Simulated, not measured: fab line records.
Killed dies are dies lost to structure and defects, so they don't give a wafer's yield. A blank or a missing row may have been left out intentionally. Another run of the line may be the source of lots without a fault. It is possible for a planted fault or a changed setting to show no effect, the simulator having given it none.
Matching of chambers | flow sky130 | 4 sister chambers for SKY_POLY_CUT_ETCH_10 on rie-diel-04
The step etches BARC in N2/H2, stops on SiO2, time 45.9 s, target depth 60 nm. 8 wafers are shown with their chamber, then 8 later ones without.

WAFERS, EACH WITH ITS CHAMBER
wafer  | chamber | drypump-motor-current-A (A) | rf-fwd-power-W (W)
L410.5 | 0       | 6.2                         | 491.8
L413.3 | 3       | 5.6                         | 494.4
L414.3 | 3       | 5.6                         | 498.0
L421.4 | 0       | 6.2                         | 489.4
L422.2 | 2       | 5.6                         | 494.3
L422.3 | 1       | 5.2                         | 494.7
L422.5 | 2       | 5.6                         | 494.6
L426.3 | 1       | 5.3                         | 494.9

WAFERS WITH NO CHAMBER GIVEN
wafer  | drypump-motor-current-A (A) | rf-fwd-power-W (W)
L426.4 | 5.6                         | 495.2
L426.5 | 5.7                         | 494.6
L429.1 | 6.2                         | 492.5
L429.2 | 5.6                         | 493.8
L429.3 | 5.7                         | 491.9
L430.2 | 5.6                         | 494.5
L430.3 | 5.2                         | 493.3
L430.4 | 5.6                         | 493.3

CHAMBER TAKEN BY EACH
wafer  | from the rows above     | in truth
L426.4 | can't be placed: 2 or 3 | 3
L426.5 | can't be placed: 2 or 3 | 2
L429.1 | 0                       | 0
L429.2 | can't be placed: 2 or 3 | 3
L429.3 | can't be placed: 2 or 3 | 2
L430.2 | can't be placed: 2 or 3 | 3
L430.3 | 1                       | 1
L430.4 | can't be placed: 2 or 3 | 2
2 of 8 placed correctly. Unplaceable from these rows: 6, with the true chamber sitting among the candidates in 6. 0 placed wrongly.
How it was worked out, from the rows above alone: a wafer's distance from a chamber is the root of the sum, over the readings, of the square of ((its reading less the chamber's mean) divided by the reading's scatter). The wafer belongs to the nearest chamber; if the next one is less than 2 further off, it can't be placed. For every chamber, the mean is computed from those of its wafers that are shown. The scatter: the root of (the sum of the squares of (reading less its chamber's mean) over the shown wafers, divided by (wafers less chambers)).
